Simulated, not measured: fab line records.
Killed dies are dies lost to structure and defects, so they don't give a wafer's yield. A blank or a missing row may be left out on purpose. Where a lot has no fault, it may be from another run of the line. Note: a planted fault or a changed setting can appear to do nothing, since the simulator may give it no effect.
Which tool is to blame?    flow sky130    24 lots with 72 wafers sampled at 2 steps, on a route of 708 steps

WHAT THE GAUGES SHOWED, per wafer
SKY_FIELD_ISO_THK_MEAS_23. Usual: FIELD_ISO_OXIDATION_01_THK typically reads 10.04 nm, with standard deviation 0.22.
lot   measured     on             FIELD_ISO_OXIDATION_01_THK (nm)  flag
L074  day 2 10:25  film metro-01  10.04 9.75 9.84                  
L076  day 2 19:38  film metro-03  10.22 10.27 10.23                
L075  day 2 19:59  film metro-04  10.14 10.10 10.13                
L077  day 3 01:53  film metro-04  9.99 10.03 9.98                  
L078  day 3 05:34  film metro-01  10.29 10.29 10.36                
L079  day 3 10:54  film metro-03  9.79 9.78 10.12                  
L080  day 3 12:13  film metro-04  10.04 10.03 9.92                 
L081  day 3 19:58  film metro-01  9.92 10.02 9.94                  
L082  day 4 02:14  film metro-01  9.84 10.13 9.71                  
L083  day 4 07:40  film metro-03  10.16 10.43 10.20                
L084  day 4 10:32  film metro-01  9.77 9.88 9.78                   
L085  day 4 14:38  film metro-03  10.27 10.42 10.22                
L086  day 4 21:02  film metro-01  10.28 10.00 10.13                
L087  day 5 02:14  film metro-01  10.10 10.12 10.19                
L088  day 5 06:50  film metro-04  10.78 10.55 10.54                
L089  day 5 14:29  film metro-04  9.77 9.56 9.55                   
L090  day 5 17:44  film metro-04  9.79 10.25 10.08                 
L091  day 5 23:53  film metro-01  10.05 10.03 9.91                 
L092  day 6 04:16  film metro-04  9.94 9.76 9.94                   
L093  day 6 09:30  film metro-04  10.34 10.12 10.16                
L094  day 6 15:36  film metro-01  10.09 10.18 10.14                
L095  day 6 22:48  film metro-03  9.91 9.92 9.78                   
L096  day 7 04:19  film metro-03  9.98 10.01 9.97                  
L097  day 7 05:24  film metro-03  9.87 9.90 9.94                   

SKY_LOCAL_INTERCONNECT_RS_MEAS_01: measurement is done with a four-point probe. Usual: LOCAL_INTERCONNECT_TIN_RS typically reads 14.17 ohm/sq, with standard deviation 0.16.
lot   measured      on             LOCAL_INTERCONNECT_TIN_RS (ohm/sq)  flag
L074  day 29 09:07  film metro-01  14.10 14.23 14.12                   
L076  day 30 13:05  film metro-02  14.18 14.38 14.09                   
L075  day 30 13:44  film metro-02  14.10 14.16 14.08                   
L077  day 30 20:37  film metro-04  14.19 14.23 14.17                   
L078  day 30 20:20  film metro-01  13.85 13.76 13.83                   
L079  day 31 03:23  film metro-01  14.30 14.21 14.16                   
L080  day 31 03:52  film metro-02  14.00 14.36 14.08                   
L081  day 31 22:16  film metro-04  14.25 14.33 14.34                   
L082  day 32 12:14  film metro-04  14.19 13.93 14.13                   
L083  day 32 10:44  film metro-02  14.01 14.09 14.03                   
L084  day 32 17:02  film metro-02  13.97 14.38 14.23                   
L085  day 33 11:32  film metro-02  14.17 14.36 14.11                   
L086  day 33 13:47  film metro-01  14.11 14.21 14.17                   
L087  day 33 17:19  film metro-02  14.19 13.98 14.10                   
L088  day 34 07:32  film metro-04  14.55 14.58 14.33                   
L089  day 34 18:55  film metro-02  14.29 13.95 14.36                   
L090  day 34 20:31  film metro-02  14.23 14.19 14.19                   
L091  day 34 22:47  film metro-01  14.45 14.34 14.18                   
L092  day 35 09:14  film metro-02  14.27 14.19 14.28                   
L093  day 35 19:55  film metro-01  13.99 13.96 13.85                   
L094  day 35 19:37  film metro-02  14.42 14.35 14.31                   
L095  day 37 21:44  film metro-04  14.17 14.15 14.05                   
L096  day 37 17:47  film metro-02  14.28 14.12 14.12                   
L097  day 37 18:55  film metro-01  14.19 14.12 14.06                   

WHICH TOOL RAN EACH LOT (tool, then ch and the chambers of the sampled wafers, then the start)
The record holds no process step before these readings.

AS READ BY THE TOOLS THEMSELVES (means over the sampled wafers that have a number; for cases with no such wafer, the mark the record gives instead)
The record holds no such reading with a usual standard deviation.

THE ANSWER, worked out from the rows above alone
Rule: take the mean of a lot's wafers that have a number; if it is more than 3 standard deviations from the usual mean, the lot is off. A lot without any number at a reading at which 4 lots or more have one is off too. Where the step has rows for the other lots, those lots are counted as sound. Order of review: gauges by route order, followed by the tools' own readings, for which a lot's mean as printed above is used. The first step at which some lot is off is used, and at that step the reading that is off furthest; a lot without a number counts as furthest.
No lot is off at any reading shown: from this, nothing can be told.

WHAT THE SIMULATOR PUT IN
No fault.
